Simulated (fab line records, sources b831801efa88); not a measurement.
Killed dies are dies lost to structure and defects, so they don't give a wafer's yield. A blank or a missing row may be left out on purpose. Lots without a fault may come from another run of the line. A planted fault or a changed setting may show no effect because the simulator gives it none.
Which tool did it? | flow sky130 | 11 lots, 33 wafers sampled, at 5 steps of a route of 708

WHAT THE GAUGES READ, wafer by wafer
SKY_VIA1_THK_MEAS_01. Usual: VIA1_HDPCVD_THK 1060 nm, standard deviation 9.1.
lot  | measured     | on            | VIA1_HDPCVD_THK (nm) | flag
L999 | day 32 04:26 | film_metro-01 | 1051 1045 1066       |
L100 | day 32 11:53 | film_metro-01 | 1067 1075 1061       |
L102 | day 33 18:37 | film_metro-03 | 1045 1042 1046       |
L103 | day 34 03:02 | film_metro-02 | 1051 1061 1066       |
L106 | day 35 03:32 | film_metro-02 | 1059 1052 1045       |
L107 | day 35 05:41 | film_metro-01 | 1063 1068 1063       |
L108 | day 35 13:59 | film_metro-02 | 1053 1061 1051       |
L114 | day 37 09:39 | film_metro-01 | 1039 1052 1049       |
L118 | day 39 22:07 | film_metro-01 | 1055 1050 1060       |
L117 | day 39 23:42 | film_metro-03 | 1053 1054 1044       |
L122 | day 40 08:12 | film_metro-02 | 1052 1067 1063       |

SKY_VIA1_RS_MEAS_22: measures by four-point-probe. Usual: VIA1_W_RS 0.426 ohm/sq, standard deviation 0.0035.
lot  | measured     | on            | VIA1_W_RS (ohm/sq) | flag
L999 | day 33 08:46 | film_metro-02 | 0.426 0.427 0.429  |
L100 | day 33 16:24 | film_metro-01 | 0.425 0.427 0.425  |
L102 | day 34 21:27 | film_metro-03 | 0.420 0.424 0.420  |
L103 | day 35 06:32 | film_metro-01 | 0.427 0.429 0.425  |
L106 | day 36 06:23 | film_metro-03 | 0.423 0.424 0.424  |
L107 | day 36 10:08 | film_metro-03 | 0.426 0.428 0.424  |
L108 | day 36 17:16 | film_metro-02 | 0.430 0.427 0.428  |
L114 | day 38 12:12 | film_metro-02 | 0.424 0.425 0.445  |
L118 | day 41 00:10 | film_metro-03 | 0.430 0.428 0.429  |
L117 | day 41 02:06 | film_metro-01 | 0.429 0.430 0.426  |
L122 | day 41 09:22 | film_metro-03 | 0.426 0.429 0.423  |

SKY_VIA1_THK_MEAS_23: measures by xrf. Usual: VIA1_W_THK 258 nm, standard deviation 3.1.
lot  | measured     | on            | VIA1_W_THK (nm) | flag
L999 | day 33 08:53 | film_metro-02 | 257 256 256     |
L100 | day 33 16:31 | film_metro-01 | 257 256 257     |
L102 | day 34 21:34 | film_metro-03 | 262 261 263     |
L103 | day 35 06:39 | film_metro-01 | 257 256 257     |
L106 | day 36 06:31 | film_metro-03 | 261 262 261     |
L107 | day 36 10:15 | film_metro-03 | 259 258 260     |
L108 | day 36 17:22 | film_metro-02 | 257 256 257     |
L114 | day 38 12:19 | film_metro-02 | 256 257 245     |
L118 | day 41 00:16 | film_metro-03 | 262 261 260     |
L117 | day 41 02:13 | film_metro-01 | 255 256 257     |
L122 | day 41 09:28 | film_metro-03 | 262 260 264     |

WHICH TOOL RAN EACH LOT (tool, then ch and the chambers of the sampled wafers, then the start)
lot  | SKY_METAL1_STRIP_20                  | SKY_VIA1_CVD_21
L999 | plasma_asher-01 ch 1, day 32 03:43   | cvd_w-01 ch 0,1, day 33 08:40
L100 | plasma_asher-01 ch 0,1, day 32 11:09 | cvd_w-01 ch 0,1, day 33 16:17
L102 | plasma_asher-02 ch 0,1, day 33 17:53 | cvd_w-02 ch 0, day 34 21:20
L103 | plasma_asher-01 ch 0,1, day 34 02:14 | cvd_w-02 ch 0,1, day 35 06:26
L106 | plasma_asher-01 ch 0,1, day 35 02:50 | cvd_w-01 ch 0,1, day 36 06:18
L107 | plasma_asher-02 ch 0,1, day 35 04:56 | cvd_w-02 ch 0,1, day 36 10:02
L108 | plasma_asher-04 ch 0,1, day 35 13:15 | cvd_w-02 ch 0,1, day 36 17:10
L114 | plasma_asher-04 ch 0,1, day 37 08:56 | cvd_w-02 ch 0,1, day 38 12:05
L118 | plasma_asher-04 ch 0,1, day 39 21:25 | cvd_w-01 ch 0,1, day 41 00:03
L117 | plasma_asher-01 ch 0,1, day 39 22:59 | cvd_w-01 ch 0,1, day 41 01:59
L122 | plasma_asher-04 ch 0,1, day 40 07:28 | cvd_w-01 ch 0,1, day 41 09:15
- SKY_METAL1_STRIP_20: strips in O2/N2.
- SKY_VIA1_CVD_21: deposits W, target thk 270 nm, time 80.902 s.

WHAT THE TOOLS THEMSELVES READ (means of the sampled wafers that have a number; where no wafer has one, the mark that the record gives instead)
SKY_METAL1_STRIP_20. Usual: drypump_motor_current_A 5.94 A, standard deviation 0.2; oes_product_au 0.342 a.u., standard deviation 0.005; strip_time_to_endpoint_s 2.68 s, standard deviation 0.033.
lot  | tool            | drypump_motor_current_A (A) | oes_product_au (a.u.) | strip_time_to_endpoint_s (s) | flag
L999 | plasma_asher-01 | 5.69                        | 0.341                 | 2.64                         |
L100 | plasma_asher-01 | 5.83                        | 0.334                 | 2.64                         |
L102 | plasma_asher-02 | 5.95                        | 0.342                 | 2.69                         |
L103 | plasma_asher-01 | 5.95                        | 0.338                 | 2.68                         |
L106 | plasma_asher-01 | 5.84                        | 0.344                 | 2.71                         |
L107 | plasma_asher-02 | 5.96                        | 0.345                 | 2.68                         |
L108 | plasma_asher-04 | 5.97                        | 0.338                 | 2.65                         |
L114 | plasma_asher-04 | 5.98                        | 0.344                 | 2.70                         |
L118 | plasma_asher-04 | 6.10                        | 0.349                 | 2.74                         |
L117 | plasma_asher-01 | 5.96                        | 0.346                 | 2.69                         |
L122 | plasma_asher-04 | 5.98                        | 0.340                 | 2.67                         |

SKY_VIA1_CVD_21. Usual: heater_power_w 814 W, standard deviation 64.
lot  | tool     | heater_power_w (W) | flag
L999 | cvd_w-01 | 788                |
L100 | cvd_w-01 | 782                |
L102 | cvd_w-02 | 790                |
L103 | cvd_w-02 | 816                |
L106 | cvd_w-01 | 787                |
L107 | cvd_w-02 | 816                |
L108 | cvd_w-02 | 835                |
L114 | cvd_w-02 | 846                |
L118 | cvd_w-01 | 776                |
L117 | cvd_w-01 | 788                |
L122 | cvd_w-01 | 840                |

THE ANSWER, worked out from the rows above alone
Rule: a lot is off if the mean of its wafers that have a number lies more than 3 standard deviations from the usual mean. A lot without any number at a reading at which 4 lots or more have one is off too. The other lots that the step has rows for count as sound. The gauges are gone through in route order, then the tools' own readings, and for those a lot's mean is taken as printed above. The first step at which some lot is off is used, and at that step the reading that is off furthest; a lot without a number counts as furthest.
No lot is off at any reading shown: from this, nothing can be told.

WHAT THE SIMULATOR HAD PUT IN
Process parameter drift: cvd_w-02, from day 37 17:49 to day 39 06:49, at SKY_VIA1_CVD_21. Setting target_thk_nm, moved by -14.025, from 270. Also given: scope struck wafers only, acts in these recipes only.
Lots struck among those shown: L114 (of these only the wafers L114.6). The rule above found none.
